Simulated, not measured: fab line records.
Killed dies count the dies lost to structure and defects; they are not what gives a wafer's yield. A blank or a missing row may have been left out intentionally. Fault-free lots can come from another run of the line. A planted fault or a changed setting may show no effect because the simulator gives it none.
Which tool did it?    flow gf180mcu    14 lots, 42 wafers sampled, at 4 steps of a route of 602

WHAT THE GAUGES SHOWED, per wafer
GF_TOP_METAL_CD_MEAS_14: the cd target is 440 nm.
lot   measured      on         cd nm (nm)
L482  day 28 23:31  cd sem-02  437.9 439.2 441.6
L485  day 29 21:11  cd sem-01  443.5 443.9 444.2
L486  day 30 06:14  cd sem-02  440.9 440.0 440.8
L491  day 31 17:28  cd sem-01  442.1 440.9 440.5
L493  day 32 03:47  cd sem-01  442.4 441.6 440.1
L494  day 32 12:14  cd sem-01  441.9 441.9 440.5
L497  day 33 05:26  cd sem-01  440.4 439.6 438.1
L498  day 33 08:40  cd sem-01  444.0 441.9 442.1
L499  day 33 16:18  cd sem-01  439.0 438.7 438.3
L500  day 33 16:35  cd sem-01  439.9 441.1 442.1
L501  day 34 04:33  cd sem-01  439.6 439.5 439.4
L502  day 34 08:26  cd sem-01  438.1 440.7 441.1

GF_TOP_METAL_OVL_MEAS_15.
lot   measured      on          TOP_METAL_OVL (nm)
L482  day 28 23:38  overlay-02  -0.1 -0.6 0.4
L485  day 29 21:18  overlay-01  -0.7 -0.3 0.3
L486  day 30 06:21  overlay-02  1.6 -0.5 0.7
L491  day 31 17:35  overlay-02  -0.8 0.9 -0.2
L493  day 32 03:54  overlay-01  -0.3 0.1 -0.1
L494  day 32 12:21  overlay-01  1.7 0.3 0.8
L497  day 33 05:33  overlay-01  -0.8 0.5 -0.6
L498  day 33 08:47  overlay-01  0.3 2.0 -1.3
L499  day 33 16:25  overlay-01  0.5 0.4 1.1
L500  day 33 16:42  overlay-01  -1.4 -1.4 -0.4
L501  day 34 04:40  overlay-01  1.2 1.1 0.9
L502  day 34 08:33  overlay-01  -0.6 0.0 0.0

EACH LOT AND THE TOOL THAT RAN IT (in order: tool; ch and the chambers of the sampled wafers; start)
lot   GF_SALICIDE_WET_ETCH_07          GF_TOP_METAL_SPUTTER_00
L482  wet bench-04 ch 3, day 16 03:31  pvd sputter-02, day 28 04:04
L483  wet bench-01 ch 3, day 16 12:04  -
L484  wet bench-01 ch 0, day 16 23:14  -
L485  wet bench-04 ch 0, day 17 07:08  pvd sputter-04, day 29 02:22
L486  wet bench-04 ch 0, day 17 17:24  pvd sputter-02, day 29 11:04
L491  wet bench-04 ch 3, day 19 14:30  pvd sputter-03, day 31 00:32
L493  wet bench-04 ch 0, day 20 06:19  pvd sputter-03, day 31 10:48
L494  wet bench-02 ch 3, day 20 16:58  pvd sputter-03, day 31 19:07
L497  wet bench-02 ch 2, day 21 14:57  pvd sputter-03, day 32 12:54
L498  wet bench-01 ch 0, day 22 01:24  pvd sputter-02, day 32 17:00
L499  wet bench-01 ch 1, day 22 09:04  pvd sputter-02, day 33 00:13
L500  wet bench-02 ch 0, day 22 14:55  pvd sputter-02, day 33 01:23
L501  wet bench-01 ch 1, day 23 01:10  pvd sputter-02, day 33 13:04
L502  wet bench-01 ch 3, day 23 07:37  pvd sputter-04, day 33 17:25
- GF_SALICIDE_WET_ETCH_07: etches the open film in SPM, target depth 120 nm.
- GF_TOP_METAL_SPUTTER_00: material Ti, target thk 37.5 nm, time 150 s.

WHAT THE TOOLS THEMSELVES READ (means of the sampled wafers that have a number; where no wafer has one, the mark that the record gives instead)
GF_TOP_METAL_SPUTTER_00.
lot   tool            throttle valve pct (%)
L482  pvd sputter-02  30.1
L485  pvd sputter-04  30.4
L486  pvd sputter-02  30.6
L491  pvd sputter-03  29.9
L493  pvd sputter-03  29.4
L494  pvd sputter-03  29.9
L497  pvd sputter-03  28.7
L498  pvd sputter-02  30.5
L499  pvd sputter-02  30.8
L500  pvd sputter-02  31.0
L501  pvd sputter-02  30.5
L502  pvd sputter-04  30.0

THE ANSWER, worked out from the rows above alone
Rule: the usual values come from the lots themselves. Put in order of their means at a reading, lots are off if they are a third of the lots or fewer, leave a main group of 4 or more, and stand apart from it by a gap of 3 or more times the standard deviation of the main group's means; of several such gaps the widest counts. The tables above print the reading to a certain number of digits; a main group whose means all agree to those digits is not used. A lot without any number at a reading at which 4 lots or more have one is off too. All remaining lots with rows at the step are treated as sound. The gauges are gone through in route order, then the tools' own readings, and for those a lot's mean is taken as printed above. At the first step where some lot is off, the reading lying furthest off is the one used; lots without a number count as furthest.
Nothing can be told from this: no lot is off at any reading shown.

WHAT THE SIMULATOR HAD PUT IN
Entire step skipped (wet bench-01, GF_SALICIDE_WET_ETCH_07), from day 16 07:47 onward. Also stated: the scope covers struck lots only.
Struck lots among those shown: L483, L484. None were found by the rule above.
